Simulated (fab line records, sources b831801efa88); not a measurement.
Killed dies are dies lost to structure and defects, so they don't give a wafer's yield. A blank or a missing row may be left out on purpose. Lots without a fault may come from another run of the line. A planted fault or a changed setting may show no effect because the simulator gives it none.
Chamber matching | flow gf180mcu | GF_V5_CMP_04 on cmp-01: 4 sister chambers
The step polishes SiO2. 7 wafers are shown with their chamber, then 8 later ones without.

WAFERS WITH THEIR CHAMBER
wafer  | chamber | motor_current_A (A) | edge_zone_pressure_frac
L860.2 | 3       | 11.9                | 1.003
L865.1 | 2       | 10.7                | 1.002
L865.3 | 0       | 11.1                | 0.996
L866.1 | 1       | 11.1                | 1.008
L866.2 | 2       | 10.4                | 0.997
L866.6 | 0       | 11.3                | 1.012
L874.1 | 1       | 11.6                | 0.995

WAFERS WITHOUT THEIR CHAMBER
wafer  | motor_current_A (A) | edge_zone_pressure_frac
L874.2 | 11.0                | 0.999
L874.5 | 11.2                | 1.004
L876.1 | 11.9                | 1.008
L876.2 | 11.3                | 1.004
L876.5 | 11.1                | 1.003
L878.3 | 11.1                | 1.002
L878.4 | 10.7                | 1.001
L878.6 | 11.6                | 0.997

WHICH CHAMBER EACH WENT THROUGH
wafer  | from the rows above          | in truth
L874.2 | can't be placed: 0 or 1 or 2 | 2
L874.5 | can't be placed: 0 or 1      | 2
L876.1 | can't be placed: 3 or 1      | 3
L876.2 | can't be placed: 1 or 0      | 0
L876.5 | can't be placed: 0 or 1 or 2 | 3
L878.3 | can't be placed: 0 or 1 or 2 | 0
L878.4 | can't be placed: 2 or 0 or 1 | 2
L878.6 | can't be placed: 1 or 3 or 0 | 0
Placed correctly: 0 of 8. Can't be placed from these rows: 8 (the true chamber is among the candidates in 6). Placed wrongly: 0.
How it was worked out, from the rows above alone: a wafer's distance from a chamber is the root of the sum, over the readings, of the square of ((its reading less the chamber's mean) divided by the reading's scatter). The wafer belongs to the nearest chamber; if the next one is less than 2 further off, it can't be placed. A chamber's mean is the mean of its shown wafers. The scatter: the root of (the sum of the squares of (reading less its chamber's mean) over the shown wafers, divided by (wafers less chambers)).
